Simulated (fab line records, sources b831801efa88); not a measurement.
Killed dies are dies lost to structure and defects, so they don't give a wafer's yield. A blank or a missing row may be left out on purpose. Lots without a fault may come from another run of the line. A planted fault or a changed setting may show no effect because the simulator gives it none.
Which tool did it? | flow sky130 | 24 lots, 72 wafers sampled, at 4 steps of a route of 708

WHAT THE GAUGES READ, wafer by wafer
SKY_VT_ADJUST_NCORE_OVL_MEAS_08. Usual: VT_ADJUST_NCORE_OVL -0.2 nm, standard deviation 1.4.
lot  | measured     | on         | VT_ADJUST_NCORE_OVL (nm) | flag
L074 | day 8 11:01  | overlay-01 | 3.6 -1.2 -0.3            |
L075 | day 9 01:58  | overlay-02 | 1.3 -0.8 0.2             |
L076 | day 9 02:28  | overlay-02 | 0.4 1.0 0.3              |
L077 | day 9 12:06  | overlay-02 | 0.8 -1.1 -0.7            |
L078 | day 9 16:45  | overlay-02 | 2.4 2.3 -0.1             |
L079 | day 9 22:19  | overlay-01 | 0.2 -0.8 -0.3            |
L080 | day 10 04:19 | overlay-01 | -0.4 0.3 0.0             |
L081 | day 10 14:44 | overlay-01 | -1.7 -2.3 -4.8           |
L082 | day 10 19:24 | overlay-01 | -0.7 -2.2 -0.5           |
L083 | day 11 02:12 | overlay-02 | 0.9 -1.1 2.0             |
L084 | day 11 11:12 | overlay-02 | -2.3 1.6 -0.4            |
L085 | day 11 15:57 | overlay-02 | 0.5 2.6 1.2              |
L086 | day 11 22:27 | overlay-02 | 1.3 1.7 -0.2             |
L087 | day 12 09:07 | overlay-02 | -0.3 -1.1 -1.5           |
L088 | day 12 18:18 | overlay-01 | -1.0 -0.5 0.8            |
L089 | day 13 03:48 | overlay-02 | 0.8 2.0 2.0              |
L090 | day 13 05:02 | overlay-01 | -0.4 0.0 -0.7            |
L091 | day 13 09:38 | overlay-02 | -0.4 -1.0 -0.9           |
L092 | day 13 17:33 | overlay-02 | -1.7 -0.7 -1.6           |
L093 | day 14 03:30 | overlay-01 | -1.9 -2.7 -1.0           |
L094 | day 14 07:34 | overlay-02 | -3.1 -2.6 -1.8           |
L095 | day 14 14:10 | overlay-01 | 0.4 -2.4 0.1             |
L096 | day 14 22:20 | overlay-01 | 1.3 1.3 1.3              |
L097 | day 15 09:06 | overlay-02 | -0.8 0.7 0.1             |

SKY_POLY_GATE_THK_MEAS_04. Usual: POLY_GATE_CVD_03_THK 74.9 nm, standard deviation 0.64.
lot  | measured     | on            | POLY_GATE_CVD_03_THK (nm) | flag
L074 | day 15 07:07 | film_metro-03 | 75.1 75.1 74.5            |
L075 | day 15 20:01 | film_metro-01 | 74.7 74.4 75.5            |
L076 | day 15 20:02 | film_metro-03 | 74.4 75.2 74.2            |
L077 | day 16 06:54 | film_metro-03 | 74.8 75.3 74.9            |
L078 | day 16 15:09 | film_metro-02 | 75.1 75.2 75.3            |
L079 | day 16 18:41 | film_metro-01 | 74.2 74.2 74.4            |
L080 | day 17 03:58 | film_metro-03 | 75.6 76.5 76.4            |
L081 | day 17 13:43 | film_metro-01 | 74.8 74.8 74.9            |
L082 | day 17 21:54 | film_metro-02 | 75.4 75.5 75.1            |
L083 | day 18 11:48 | film_metro-03 | 75.4 75.1 75.2            |
L084 | day 19 00:08 | film_metro-01 | 73.8 74.0 74.4            |
L085 | day 19 01:29 | film_metro-03 | 75.4 75.8 75.3            |
L086 | day 19 22:05 | film_metro-01 | 74.3 74.7 74.0            |
L087 | day 20 07:04 | film_metro-01 | 74.1 74.1 74.4            |
L088 | day 20 11:30 | film_metro-02 | 75.5 75.2 75.7            |
L089 | day 21 05:25 | film_metro-01 | 74.4 74.5 75.1            |
L090 | day 21 04:03 | film_metro-01 | 75.0 74.8 74.5            |
L091 | day 21 01:33 | film_metro-02 | 73.9 74.2 74.0            |
L092 | day 22 16:05 | film_metro-02 | 74.4 74.2 75.2            |
L093 | day 22 17:26 | film_metro-02 | 74.5 74.2 74.8            |
L094 | day 22 17:28 | film_metro-03 | 75.3 74.9 75.4            |
L095 | day 22 17:28 | film_metro-01 | 74.7 75.6 75.5            |
L096 | day 23 00:23 | film_metro-01 | 76.0 75.6 75.3            |
L097 | day 23 05:34 | film_metro-03 | 76.0 75.9 75.3            |

WHICH TOOL RAN EACH LOT (tool, then ch and the chambers of the sampled wafers, then the start)
lot  | SKY_FIELD_ISO_ETCH_14             | SKY_FIELD_ISO_CMP_27
L074 | rie_diel-04 ch 1,2,3, day 2 04:20 | cmp-02 ch 0,1,3, day 2 09:34
L075 | rie_diel-02 ch 0,2,3, day 2 10:48 | cmp-02 ch 0,1,2, day 2 14:56
L076 | rie_diel-02 ch 0,2,3, day 2 16:03 | cmp-02 ch 0,1,2, day 2 20:43
L077 | rie_diel-02 ch 2,3, day 2 21:03   | cmp-02 ch 1,2,3, day 3 01:33
L078 | rie_diel-01 ch 0,2,3, day 3 01:23 | cmp-02 ch 1,2, day 3 06:02
L079 | rie_diel-04 ch 1,2, day 3 07:11   | cmp-02 ch 2,3, day 3 11:10
L080 | rie_diel-04 ch 2,3, day 3 11:06   | cmp-01 ch 0,1,2, day 3 15:08
L081 | rie_diel-02 ch 0,1,2, day 3 16:59 | cmp-01 ch 0,1,2, day 3 21:51
L082 | rie_diel-01 ch 0,2,3, day 3 22:56 | cmp-01 ch 0,2,3, day 4 02:30
L083 | rie_diel-01 ch 2,3, day 4 03:09   | cmp-01 ch 0,1,3, day 4 07:36
L084 | rie_diel-01 ch 0,1,3, day 4 09:42 | cmp-02 ch 0,1,3, day 4 13:07
L085 | rie_diel-04 ch 0,1, day 4 15:20   | cmp-02 ch 2,3, day 4 18:45
L086 | rie_diel-02 ch 0,1,3, day 4 19:42 | cmp-01 ch 0,1, day 4 23:07
L087 | rie_diel-04 ch 0,2,3, day 5 01:24 | cmp-02 ch 0,1,3, day 5 04:49
L088 | rie_diel-01 ch 0,3, day 5 05:38   | cmp-01 ch 0,1,3, day 5 12:32
L089 | rie_diel-02 ch 0,1,2, day 5 11:12 | cmp-02 ch 1,3, day 5 17:58
L090 | rie_diel-02 ch 0,2,3, day 5 16:26 | cmp-02 ch 0,3, day 5 22:02
L091 | rie_diel-04 ch 1,2, day 5 20:15   | cmp-01 ch 0,1,2, day 6 00:53
L092 | rie_diel-02 ch 2,3, day 6 02:15   | cmp-01 ch 1,2,3, day 6 06:14
L093 | rie_diel-04 ch 0,1,3, day 6 08:50 | cmp-01 ch 0,2,3, day 6 13:41
L094 | rie_diel-04 ch 0,2, day 6 13:45   | cmp-01 ch 0,1,3, day 6 18:26
L095 | rie_diel-02 ch 0,1,3, day 6 17:46 | cmp-02 ch 1,2,3, day 6 21:20
L096 | rie_diel-01 ch 0,1,2, day 6 23:30 | cmp-02 ch 1,2,3, day 7 04:14
L097 | rie_diel-02 ch 1,2, day 7 04:39   | cmp-01 ch 0,2,3, day 7 10:51
- SKY_FIELD_ISO_ETCH_14: etches BARC in N2/H2, stops on SiO2, time 45.9 s, target depth 60 nm.
- SKY_FIELD_ISO_CMP_27: polishes, stops on Si3N4, t overpolish 16 s, target thk 457.8 nm.

WHAT THE TOOLS THEMSELVES READ (means of the sampled wafers that have a number; where no wafer has one, the mark that the record gives instead)
SKY_FIELD_ISO_ETCH_14. Usual: drypump_motor_current_A 5.6 A, standard deviation 0.6; oes_product_au 0.855 a.u., standard deviation 0.0045; throttle_valve_pct 13.226 %, standard deviation 0.009.
lot  | tool        | drypump_motor_current_A (A) | oes_product_au (a.u.) | throttle_valve_pct (%) | flag
L074 | rie_diel-04 | 6.3                         | 0.862                 | 13.222                 |
L075 | rie_diel-02 | 5.1                         | 0.859                 | 13.239                 |
L076 | rie_diel-02 | 5.1                         | 0.859                 | 13.228                 |
L077 | rie_diel-02 | 5.1                         | 0.855                 | 13.223                 |
L078 | rie_diel-01 | 5.6                         | 0.856                 | 13.226                 |
L079 | rie_diel-04 | 6.1                         | 0.855                 | 13.231                 |
L080 | rie_diel-04 | 6.3                         | 0.857                 | 13.225                 |
L081 | rie_diel-02 | 5.3                         | 0.853                 | 13.234                 |
L082 | rie_diel-01 | 5.6                         | 0.852                 | 13.218                 |
L083 | rie_diel-01 | 5.6                         | 0.855                 | 13.224                 |
L084 | rie_diel-01 | 5.7                         | 0.858                 | 13.227                 |
L085 | rie_diel-04 | 5.9                         | 0.858                 | 13.223                 |
L086 | rie_diel-02 | 4.9                         | 0.856                 | 13.227                 |
L087 | rie_diel-04 | 6.2                         | 0.854                 | 13.217                 |
L088 | rie_diel-01 | 5.8                         | 0.855                 | 13.218                 |
L089 | rie_diel-02 | 5.3                         | 0.853                 | 13.224                 |
L090 | rie_diel-02 | 5.1                         | 0.855                 | 13.220                 |
L091 | rie_diel-04 | 6.1                         | 0.855                 | 13.231                 |
L092 | rie_diel-02 | 5.1                         | 0.854                 | 13.231                 |
L093 | rie_diel-04 | 6.2                         | 0.853                 | 13.222                 |
L094 | rie_diel-04 | 5.9                         | 0.852                 | 13.225                 |
L095 | rie_diel-02 | 4.9                         | 0.855                 | 13.229                 |
L096 | rie_diel-01 | 5.5                         | 0.854                 | 13.225                 |
L097 | rie_diel-02 | 5.7                         | 0.852                 | 13.225                 |

SKY_FIELD_ISO_CMP_27. Usual: motor_current_A 12.3 A, standard deviation 1.2; overpolish_run_s 16.000 s, standard deviation 0.0092; time_to_endpoint_s 115 s, standard deviation 4.5.
lot  | tool   | motor_current_A (A) | overpolish_run_s (s) | time_to_endpoint_s (s) | flag
L074 | cmp-02 | 11.7                | 16.004               | 115                    |
L075 | cmp-02 | 11.6                | 15.992               | 121                    |
L076 | cmp-02 | 11.8                | 16.001               | 117                    |
L077 | cmp-02 | 12.6                | 16.002               | 114                    |
L078 | cmp-02 | 12.4                | 15.997               | 114                    |
L079 | cmp-02 | 12.3                | 15.992               | 111                    |
L080 | cmp-01 | 12.1                | 15.999               | 114                    |
L081 | cmp-01 | 11.9                | 16.007               | 119                    |
L082 | cmp-01 | 12.8                | 16.006               | 117                    |
L083 | cmp-01 | 13.2                | 16.006               | 116                    |
L084 | cmp-02 | 11.8                | 15.999               | 114                    |
L085 | cmp-02 | 12.6                | 16.000               | 113                    |
L086 | cmp-01 | 12.1                | 16.010               | 112                    |
L087 | cmp-02 | 11.9                | 16.004               | 114                    |
L088 | cmp-01 | 13.0                | 15.997               | 111                    |
L089 | cmp-02 | 12.8                | 16.000               | 114                    |
L090 | cmp-02 | 11.4                | 15.998               | 119                    |
L091 | cmp-01 | 11.9                | 15.995               | 116                    |
L092 | cmp-01 | 13.0                | 16.003               | 109                    |
L093 | cmp-01 | 12.9                | 15.994               | 113                    |
L094 | cmp-01 | 13.1                | 16.002               | 109                    |
L095 | cmp-02 | 12.5                | 16.004               | 115                    |
L096 | cmp-02 | 12.7                | 15.999               | 115                    |
L097 | cmp-01 | 13.4                | 16.008               | 116                    |

THE ANSWER, worked out from the rows above alone
Rule: a lot is off if the mean of its wafers that have a number lies more than 3 standard deviations from the usual mean. A lot without any number at a reading at which 4 lots or more have one is off too. The other lots that the step has rows for count as sound. The gauges are gone through in route order, then the tools' own readings, and for those a lot's mean is taken as printed above. The first step at which some lot is off is used, and at that step the reading that is off furthest; a lot without a number counts as furthest.
No lot is off at any reading shown: from this, nothing can be told.

WHAT THE SIMULATOR HAD PUT IN
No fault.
